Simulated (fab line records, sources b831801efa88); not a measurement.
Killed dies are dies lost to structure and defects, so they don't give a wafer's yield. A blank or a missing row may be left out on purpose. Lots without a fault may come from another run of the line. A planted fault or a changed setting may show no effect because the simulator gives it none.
Problem report in the 8D (eight disciplines) form, filled by code | flow sky130 | the parts of the form that need people (team, actions taken, sign-off) are left out

1. THE PROBLEM
LDD_P_TW at SKY_LDD_P_TW_MEAS_11 reads a mean of 552 on 6 wafers of 2 lots; wafers without a fault read 643 with a standard deviation of 5. That is -18 standard deviations from the usual mean.
First seen on wafer L382.1, day 23 23:35, on film_metro-01. The record holds 36 wafers of 12 lots with a number at this step. Rule for "out", or "out of limits": more than 4 standard deviations from the usual mean. The other wafers with a number count as sound.

2. WHAT IT IS AND WHAT IT IS NOT
question                    | is                           | is not
which readings at this step | LDD_P_TW                     | -
which lots                  | L382, L383                   | L369, L370, L372, L374, L377, L379, L380, L390, L391, L392
which wafers of those lots  | all that have a number       | -
read on which gauges        | film_metro-01, film_metro-02 | film_metro-03
when                        | from day 23 23:35            | up to then (21 sound wafers); but 9 sound wafers of L390, L391, L392 came after

3. SUSPECTS, AND WHAT RULES EACH OUT
Counting: a tool at a process step up to the reading stays a suspect if it ran every lot that is out and no sound lot after the first of them.
- the gauge at SKY_LDD_P_TW_MEAS_11: ruled out. The wafers that are out were read on 2 gauges (film_metro-01, film_metro-02).
- rie_diel-01 at SKY_SONOS_ONO_ETCH_15 (etches the open film in CHF3/O2, target depth 19.52 nm, time 7.8 s): ruled out as a lasting fault. Sound lots L391, L392 ran on it after its first lot that is out, L382 (day 16 22:44).
- implanter-01 at SKY_LDD_P_IMPLANT_09: kept. It ran every lot that is out, first L382 (day 23 23:20), and no sound lot after that; its last sound lot up to then is L379 (day 22 23:12). Its own readings are out on those wafers: dose_ions_cm2, faraday_current_uA.
Left after counting: implanter-01 at SKY_LDD_P_IMPLANT_09.

4. THE CAUSE (what the simulator had put in)
Process parameter drift: implanter-01, from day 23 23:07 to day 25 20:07, at SKY_LDD_P_IMPLANT_09. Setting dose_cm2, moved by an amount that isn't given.
Counting left only this tool.

5. THE CHAIN OF EFFECTS, in route order
Each row: a reading whose mean over the struck wafers that have a number lies more than 3 standard deviations from the usual. Only readings for which the record gives a usual standard deviation are gone through. hours: the time from each lot's start at the first step in this table that gives one to its start at this step, as a median over the lots. sigmas: the change in usual standard deviations.
hours | step                 | reading            | usual | on struck wafers | change | sigmas
0     | SKY_LDD_P_IMPLANT_09 | dose_ions_cm2      | 1e+13 | 6e+12            | -4e+12 | -99 or more
0     | SKY_LDD_P_IMPLANT_09 | faraday_current_uA | 56.4  | 35.4             | -21.0  | -19
0     | SKY_LDD_P_TW_MEAS_11 | LDD_P_TW           | 643   | 552              | -91    | -18
The process steps in it:
- SKY_LDD_P_IMPLANT_09

6. WHAT WOULD HAVE CAUGHT IT SOONER
In this record the first reading out of limits at a measuring or inspecting step was taken at day 23 23:35, 0 hours after the fault began at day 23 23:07.
The tool's own readings at SKY_LDD_P_IMPLANT_09 were out on every struck wafer that the step has a row for (dose_ions_cm2, faraday_current_uA): an alarm limit on them would have fired on the first of those.
Of the lots that are out (2), L383 began SKY_LDD_P_IMPLANT_09 on implanter-01 after day 23 23:35. A hold on the tool at that time would have spared it.
